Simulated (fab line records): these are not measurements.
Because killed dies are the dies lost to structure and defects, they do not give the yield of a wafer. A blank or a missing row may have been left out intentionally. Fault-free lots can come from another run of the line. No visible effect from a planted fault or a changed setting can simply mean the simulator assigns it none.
What tool caused it? || flow gf180mcu || Sampling: 14 lots, 42 wafers, 3 of 602 route steps

== WHAT THE GAUGES SHOWED, per wafer ==
GF_TOP_METAL_CD_MEAS_14: the cd target is 440 nm. Usual: cd-nm reads 439.4 nm (standard deviation 2.5).
{"lot": "L614", "measured": "day 27 20:49", "on": "cd-sem-01", "cd-nm (nm)": "441.7 438.9 438.4", "flag": ""}
{"lot": "L615", "measured": "day 28 01:41", "on": "cd-sem-01", "cd-nm (nm)": "440.4 440.0 438.5", "flag": ""}
{"lot": "L616", "measured": "day 28 12:56", "on": "cd-sem-02", "cd-nm (nm)": "442.7 440.9 441.1", "flag": ""}
{"lot": "L617", "measured": "day 28 18:22", "on": "cd-sem-02", "cd-nm (nm)": "442.6 442.8 444.0", "flag": ""}
{"lot": "L618", "measured": "day 29 09:54", "on": "cd-sem-02", "cd-nm (nm)": "438.9 438.2 436.3", "flag": ""}
{"lot": "L621", "measured": "day 30 06:40", "on": "cd-sem-02", "cd-nm (nm)": "442.2 441.6 441.4", "flag": ""}
{"lot": "L622", "measured": "day 30 22:54", "on": "cd-sem-01", "cd-nm (nm)": "438.7 437.4 439.6", "flag": ""}
{"lot": "L624", "measured": "day 31 08:12", "on": "cd-sem-02", "cd-nm (nm)": "435.6 439.4 436.2", "flag": ""}
{"lot": "L626", "measured": "day 31 23:17", "on": "cd-sem-02", "cd-nm (nm)": "435.5 434.0 436.4", "flag": ""}
{"lot": "L632", "measured": "day 33 03:02", "on": "cd-sem-02", "cd-nm (nm)": "439.9 439.8 437.0", "flag": ""}
{"lot": "L631", "measured": "day 33 06:55", "on": "cd-sem-02", "cd-nm (nm)": "440.6 441.9 440.8", "flag": ""}
{"lot": "L634", "measured": "day 33 17:02", "on": "cd-sem-01", "cd-nm (nm)": "438.0 438.9 439.9", "flag": ""}
{"lot": "L635", "measured": "day 33 19:32", "on": "cd-sem-02", "cd-nm (nm)": "437.7 437.8 440.6", "flag": ""}
{"lot": "L637", "measured": "day 34 06:23", "on": "cd-sem-02", "cd-nm (nm)": "441.5 444.8 442.0", "flag": ""}

== WHAT TOOL EACH LOT RAN ON (gives the tool, then ch and the chambers of the sampled wafers, and finally the start) ==
{"lot": "L614", "GF_SALICIDE_WET_ETCH_01": "wet-bench-02 ch 3, day 14 21:05", "GF_TOP_METAL_SPUTTER_03": "pvd-sputter-01, day 27 00:52"}
{"lot": "L615", "GF_SALICIDE_WET_ETCH_01": "wet-bench-03 ch 1, day 15 04:38", "GF_TOP_METAL_SPUTTER_03": "pvd-sputter-04, day 27 06:00"}
{"lot": "L616", "GF_SALICIDE_WET_ETCH_01": "wet-bench-02 ch 1, day 15 14:08", "GF_TOP_METAL_SPUTTER_03": "pvd-sputter-03, day 27 17:32"}
{"lot": "L617", "GF_SALICIDE_WET_ETCH_01": "wet-bench-04 ch 2, day 15 20:49", "GF_TOP_METAL_SPUTTER_03": "pvd-sputter-04, day 27 22:47"}
{"lot": "L618", "GF_SALICIDE_WET_ETCH_01": "wet-bench-02 ch 2, day 16 15:38", "GF_TOP_METAL_SPUTTER_03": "pvd-sputter-01, day 28 15:07"}
{"lot": "L621", "GF_SALICIDE_WET_ETCH_01": "wet-bench-04 ch 3, day 17 15:39", "GF_TOP_METAL_SPUTTER_03": "pvd-sputter-04, day 29 11:52"}
{"lot": "L622", "GF_SALICIDE_WET_ETCH_01": "wet-bench-03 ch 0, day 18 13:23", "GF_TOP_METAL_SPUTTER_03": "pvd-sputter-03, day 30 05:04"}
{"lot": "L624", "GF_SALICIDE_WET_ETCH_01": "wet-bench-04 ch 1, day 19 02:08", "GF_TOP_METAL_SPUTTER_03": "pvd-sputter-01, day 30 14:38"}
{"lot": "L626", "GF_SALICIDE_WET_ETCH_01": "wet-bench-04 ch 1, day 19 20:44", "GF_TOP_METAL_SPUTTER_03": "pvd-sputter-04, day 31 06:17"}
{"lot": "L632", "GF_SALICIDE_WET_ETCH_01": "wet-bench-02 ch 0, day 21 13:52", "GF_TOP_METAL_SPUTTER_03": "pvd-sputter-03, day 32 10:52"}
{"lot": "L631", "GF_SALICIDE_WET_ETCH_01": "wet-bench-02 ch 3, day 21 16:13", "GF_TOP_METAL_SPUTTER_03": "pvd-sputter-03, day 32 14:44"}
{"lot": "L634", "GF_SALICIDE_WET_ETCH_01": "wet-bench-04 ch 0, day 22 11:44", "GF_TOP_METAL_SPUTTER_03": "pvd-sputter-04, day 33 01:58"}
{"lot": "L635", "GF_SALICIDE_WET_ETCH_01": "wet-bench-03 ch 3, day 22 13:50", "GF_TOP_METAL_SPUTTER_03": "pvd-sputter-04, day 33 03:37"}
{"lot": "L637", "GF_SALICIDE_WET_ETCH_01": "wet-bench-04 ch 2, day 23 05:53", "GF_TOP_METAL_SPUTTER_03": "pvd-sputter-04, day 33 15:10"}
- GF_SALICIDE_WET_ETCH_01: etches SiO2 in dHF, target depth 5 nm, time 100 s.
- GF_TOP_METAL_SPUTTER_03: material Ti, target thk 5 nm, time 3.3 s.

== AS READ BY THE TOOLS THEMSELVES (means over the sampled wafers that have a number; for cases with no such wafer, the mark the record gives instead) ==
GF_SALICIDE_WET_ETCH_01. Usual: temp-c reads 25.03 C (standard deviation 0.1).
{"lot": "L614", "tool": "wet-bench-02", "temp-c (C)": 24.93, "flag": ""}
{"lot": "L615", "tool": "wet-bench-03", "temp-c (C)": 24.92, "flag": ""}
{"lot": "L616", "tool": "wet-bench-02", "temp-c (C)": 25.01, "flag": ""}
{"lot": "L617", "tool": "wet-bench-04", "temp-c (C)": 25.08, "flag": ""}
{"lot": "L618", "tool": "wet-bench-02", "temp-c (C)": 25.07, "flag": ""}
{"lot": "L621", "tool": "wet-bench-04", "temp-c (C)": 24.98, "flag": ""}
{"lot": "L622", "tool": "wet-bench-03", "temp-c (C)": 25.04, "flag": ""}
{"lot": "L624", "tool": "wet-bench-04", "temp-c (C)": 25.04, "flag": ""}
{"lot": "L626", "tool": "wet-bench-04", "temp-c (C)": 25.03, "flag": ""}
{"lot": "L632", "tool": "wet-bench-02", "temp-c (C)": 25.08, "flag": ""}
{"lot": "L631", "tool": "wet-bench-02", "temp-c (C)": 25.00, "flag": ""}
{"lot": "L634", "tool": "wet-bench-04", "temp-c (C)": 24.93, "flag": ""}
{"lot": "L635", "tool": "wet-bench-03", "temp-c (C)": 24.99, "flag": ""}
{"lot": "L637", "tool": "wet-bench-04", "temp-c (C)": 24.95, "flag": ""}

GF_TOP_METAL_SPUTTER_03. Usual: throttle-valve-pct reads 29.8 % (standard deviation 1.3).
{"lot": "L614", "tool": "pvd-sputter-01", "throttle-valve-pct (%)": 29.3, "flag": ""}
{"lot": "L615", "tool": "pvd-sputter-04", "throttle-valve-pct (%)": 30.6, "flag": ""}
{"lot": "L616", "tool": "pvd-sputter-03", "throttle-valve-pct (%)": 30.3, "flag": ""}
{"lot": "L617", "tool": "pvd-sputter-04", "throttle-valve-pct (%)": 30.6, "flag": ""}
{"lot": "L618", "tool": "pvd-sputter-01", "throttle-valve-pct (%)": 29.1, "flag": ""}
{"lot": "L621", "tool": "pvd-sputter-04", "throttle-valve-pct (%)": 30.4, "flag": ""}
{"lot": "L622", "tool": "pvd-sputter-03", "throttle-valve-pct (%)": 29.6, "flag": ""}
{"lot": "L624", "tool": "pvd-sputter-01", "throttle-valve-pct (%)": 30.0, "flag": ""}
{"lot": "L626", "tool": "pvd-sputter-04", "throttle-valve-pct (%)": 29.5, "flag": ""}
{"lot": "L632", "tool": "pvd-sputter-03", "throttle-valve-pct (%)": 29.4, "flag": ""}
{"lot": "L631", "tool": "pvd-sputter-03", "throttle-valve-pct (%)": 29.9, "flag": ""}
{"lot": "L634", "tool": "pvd-sputter-04", "throttle-valve-pct (%)": 29.8, "flag": ""}
{"lot": "L635", "tool": "pvd-sputter-04", "throttle-valve-pct (%)": 31.7, "flag": ""}
{"lot": "L637", "tool": "pvd-sputter-04", "throttle-valve-pct (%)": 30.1, "flag": ""}

== THE ANSWER, worked out from the rows above alone ==
Rule: a lot is off if the mean of its wafers that have a number lies more than 3 standard deviations from the usual mean. Also off: a lot with no number at a reading for which 4 or more lots have one. Any other lot the step has rows for is counted as sound. The gauges are gone through in route order, then the tools' own readings, and for those a lot's mean is taken as printed above. At the first step where some lot is off, the reading lying furthest off is the one used; lots without a number count as furthest.
No lot is off on any of the readings shown, so nothing can be concluded from this.

== WHAT HAD BEEN PUT IN BY THE SIMULATOR ==
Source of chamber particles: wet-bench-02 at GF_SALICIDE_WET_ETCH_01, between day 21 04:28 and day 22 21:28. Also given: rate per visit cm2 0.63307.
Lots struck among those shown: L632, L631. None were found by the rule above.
